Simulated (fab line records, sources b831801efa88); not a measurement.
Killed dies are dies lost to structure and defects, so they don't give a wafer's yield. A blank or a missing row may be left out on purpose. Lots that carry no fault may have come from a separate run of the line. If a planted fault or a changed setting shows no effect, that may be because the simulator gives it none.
Which tool did it? ; flow sky130 ; Sampling: 13 lots, 39 wafers, 4 of 708 route steps

WHAT THE GAUGES READ, wafer by wafer
SKY_GATE_OXIDE_THK_MEAS_02. Usual: GATE_OXIDE_OXIDATION_00_THK gives 10.36 nm (standard deviation 0.16).
lot;measured;on;GATE_OXIDE_OXIDATION_00_THK (nm);flag
L450;day 13 09:27;film_metro-01;10.28 10.34 10.43;
L451;day 13 14:05;film_metro-02;10.06 10.06 10.13;
L458;day 16 02:20;film_metro-04;10.16 10.26 10.14;
L459;day 16 10:01;film_metro-01;10.41 10.09 10.42;
L462;day 17 14:50;film_metro-01;10.28 10.28 10.25;
L463;day 17 21:48;film_metro-01;10.63 10.54 10.64;
L465;day 19 04:17;film_metro-04;10.10 10.43 10.41;
L464;day 19 09:28;film_metro-02;10.22 10.17 10.19;
L467;day 19 14:12;film_metro-04;10.50 10.48 10.22;
L468;day 19 20:41;film_metro-01;10.32 10.32 10.42;
L469;day 20 04:47;film_metro-04;10.43 10.53 10.39;
L470;day 20 10:49;film_metro-04;10.37 10.52 10.44;
L471;day 21 00:47;film_metro-01;10.42 10.25 10.22;

SKY_LDD_P_TW_MEAS_11. Usual: LDD_P_TW gives 634 (standard deviation 3.8).
lot;measured;on;LDD_P_TW;flag
L450;day 19 17:26;film_metro-04;632 638 641;
L451;day 20 01:05;film_metro-02;632 630 630;
L458;day 22 19:42;film_metro-04;642 640 639;
L459;day 23 03:49;film_metro-02;632 628 629;
L462;day 24 07:35;film_metro-04;635 638 637;
L463;day 24 15:49;film_metro-01;634 634 633;
L465;day 25 21:16;film_metro-04;639 637 636;
L464;day 26 04:20;film_metro-01;633 638 632;
L467;day 26 08:52;film_metro-02;631 628 631;
L468;day 26 12:10;film_metro-01;640 634 635;
L469;day 26 20:43;film_metro-04;637 633 633;
L470;day 27 03:53;film_metro-04;632 631 636;
L471;day 27 15:17;film_metro-02;633 636 632;

TOOL THAT RAN EACH LOT (tool first, then ch and the chambers of the sampled wafers, then the start)
lot;SKY_RES_PROTECT_STRIP_07;SKY_LDD_N_IMPLANT_15
L450;plasma_asher-02 ch 0,1, day 15 17:50;implanter-01 ch 0, day 18 10:22
L451;plasma_asher-02 ch 0,1, day 15 22:06;implanter-04 ch 0, day 18 17:17
L458;plasma_asher-03 ch 0,1, day 18 16:35;implanter-03 ch 0, day 21 12:21
L459;plasma_asher-03 ch 0,1, day 19 01:17;implanter-03 ch 0, day 21 20:57
L462;plasma_asher-03 ch 0,1, day 20 05:53;implanter-01 ch 0, day 23 00:16
L463;plasma_asher-01 ch 0,1, day 20 15:23;implanter-01 ch 0, day 23 09:08
L465;plasma_asher-03 ch 0,1, day 21 22:00;implanter-03 ch 0, day 24 15:37
L464;plasma_asher-02 ch 0,1, day 22 01:56;implanter-03 ch 0, day 24 21:55
L467;plasma_asher-01 ch 0,1, day 22 07:56;implanter-04 ch 0, day 25 02:46
L468;plasma_asher-01 ch 0,1, day 22 13:04;implanter-01 ch 0, day 25 06:38
L469;plasma_asher-03 ch 0,1, day 22 22:20;implanter-01 ch 0, day 25 14:58
L470;plasma_asher-02 ch 0,1, day 23 04:33;implanter-03 ch 0, day 25 21:32
L471;plasma_asher-01 ch 0,1, day 23 17:08;implanter-03 ch 0, day 26 09:32
- SKY_RES_PROTECT_STRIP_07: strips in O2/N2.
- SKY_LDD_N_IMPLANT_15

WHAT THE TOOLS THEMSELVES READ (means of the sampled wafers that have a number; where no wafer has one, the mark that the record gives instead)
SKY_RES_PROTECT_STRIP_07. Usual: drypump_motor_current_A 5.51 A, standard deviation 0.23; oes_product_au 0.517 a.u., standard deviation 0.0047; strip_time_to_endpoint_s 23.29 s, standard deviation 0.04.
lot;tool;drypump_motor_current_A (A);oes_product_au (a.u.);strip_time_to_endpoint_s (s);flag
L450;plasma_asher-02;5.53;0.514;23.28;
L451;plasma_asher-02;5.48;0.519;23.29;
L458;plasma_asher-03;5.61;0.517;23.26;
L459;plasma_asher-03;5.78;0.516;23.26;
L462;plasma_asher-03;5.77;0.510;23.28;
L463;plasma_asher-01;5.39;0.518;23.27;
L465;plasma_asher-03;5.61;0.520;23.26;
L464;plasma_asher-02;5.49;0.512;23.31;
L467;plasma_asher-01;5.39;0.520;23.27;
L468;plasma_asher-01;5.40;0.516;23.32;
L469;plasma_asher-03;5.77;0.517;23.34;
L470;plasma_asher-02;5.48;0.515;23.24;
L471;plasma_asher-01;5.40;0.516;23.23;

SKY_LDD_N_IMPLANT_15. Usual: beam_energy_keV 49.999, standard deviation 0.016; tilt_deg 30.000 degrees, standard deviation 0.025.
lot;tool;beam_energy_keV;tilt_deg (degrees);flag
L450;implanter-01;50.004;30.021;
L451;implanter-04;50.000;30.037;
L458;implanter-03;50.000;0.008;OFF
L459;implanter-03;50.007;0.002;OFF
L462;implanter-01;50.007;29.983;
L463;implanter-01;50.014;29.954;
L465;implanter-03;50.006;30.002;
L464;implanter-03;49.982;29.985;
L467;implanter-04;50.025;29.990;
L468;implanter-01;49.992;30.007;
L469;implanter-01;49.991;30.010;
L470;implanter-03;50.005;30.045;
L471;implanter-03;50.012;30.009;

THE ANSWER, worked out from the rows above alone
Rule: a lot counts as off when the mean over its wafers that have a number is more than 3 standard deviations away from the usual mean. A lot without any number at a reading at which 4 lots or more have one is off too. All remaining lots with rows at the step are treated as sound. The gauges are gone through in route order, then the tools' own readings, and for those a lot's mean is taken as printed above. The first step at which some lot is off is used, and at that step the reading that is off furthest; a lot without a number counts as furthest.
Off, at SKY_LDD_N_IMPLANT_15 on tilt_deg: L458, L459.
If a tool, at that step or one of the process steps before it, ran each lot that is off and ran no sound lot following the first of them, it fits. No candidate that was tried fits.

WHAT HAD BEEN PUT IN BY THE SIMULATOR
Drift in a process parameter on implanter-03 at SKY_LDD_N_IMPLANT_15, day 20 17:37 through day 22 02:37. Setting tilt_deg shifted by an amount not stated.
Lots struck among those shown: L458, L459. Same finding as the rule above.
